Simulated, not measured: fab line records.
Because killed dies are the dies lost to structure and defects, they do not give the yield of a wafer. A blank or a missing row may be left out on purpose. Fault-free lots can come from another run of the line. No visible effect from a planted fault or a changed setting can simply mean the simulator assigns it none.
Chamber matching + flow gf180mcu + cmp-01 running GF_V3_CMP_26: 4 sister chambers
The step polishes, stops on SiO2, t overpolish 15 s, target thk 0 nm. 4 wafers are shown with their chamber, then 7 later ones without.

## WAFERS, EACH WITH ITS CHAMBER
| wafer  | chamber | motor-current-A (A) |
|--------|---------|---------------------|
| L643.2 | 3       | 11.1                |
| L643.3 | 0       | 10.9                |
| L644.4 | 1       | 11.5                |
| L644.5 | 2       | 11.1                |

## WAFERS WITHOUT THEIR CHAMBER
| wafer  | motor-current-A (A) |
|--------|---------------------|
| L644.6 | 10.6                |
| L656.2 | 11.4                |
| L656.4 | 10.9                |
| L656.5 | 11.2                |
| L657.2 | 10.9                |
| L657.4 | 11.4                |
| L657.5 | 12.6                |

## WHICH CHAMBER EACH WENT THROUGH
| wafer  | from the rows above               | in truth |
|--------|-----------------------------------|----------|
| L644.6 | can't be placed: 0 or 2 or 3 or 1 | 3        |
| L656.2 | can't be placed: 1 or 2 or 3 or 0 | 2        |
| L656.4 | can't be placed: 0 or 2 or 3 or 1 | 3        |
| L656.5 | can't be placed: 2 or 3 or 0 or 1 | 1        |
| L657.2 | can't be placed: 0 or 2 or 3 or 1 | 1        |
| L657.4 | can't be placed: 1 or 2 or 3 or 0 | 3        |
| L657.5 | can't be placed: 1 or 2 or 3 or 0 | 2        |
Correct placement for 0 of the 7. Not placeable from these rows: 7 (in 7, the candidates include the true chamber). Number placed wrongly: 0.
How it was worked out, from the rows above alone: a wafer's distance from a chamber is the root of the sum, over the readings, of the square of ((its reading less the chamber's mean) divided by the reading's scatter). The wafer belongs to the nearest chamber; if the next one is less than 2 further off, it can't be placed. For every chamber, the mean is computed from those of its wafers that are shown. The scatter (one wafer shown for each chamber): square how far every hidden wafer sits from the nearest shown wafer, average those squares and take the square root.
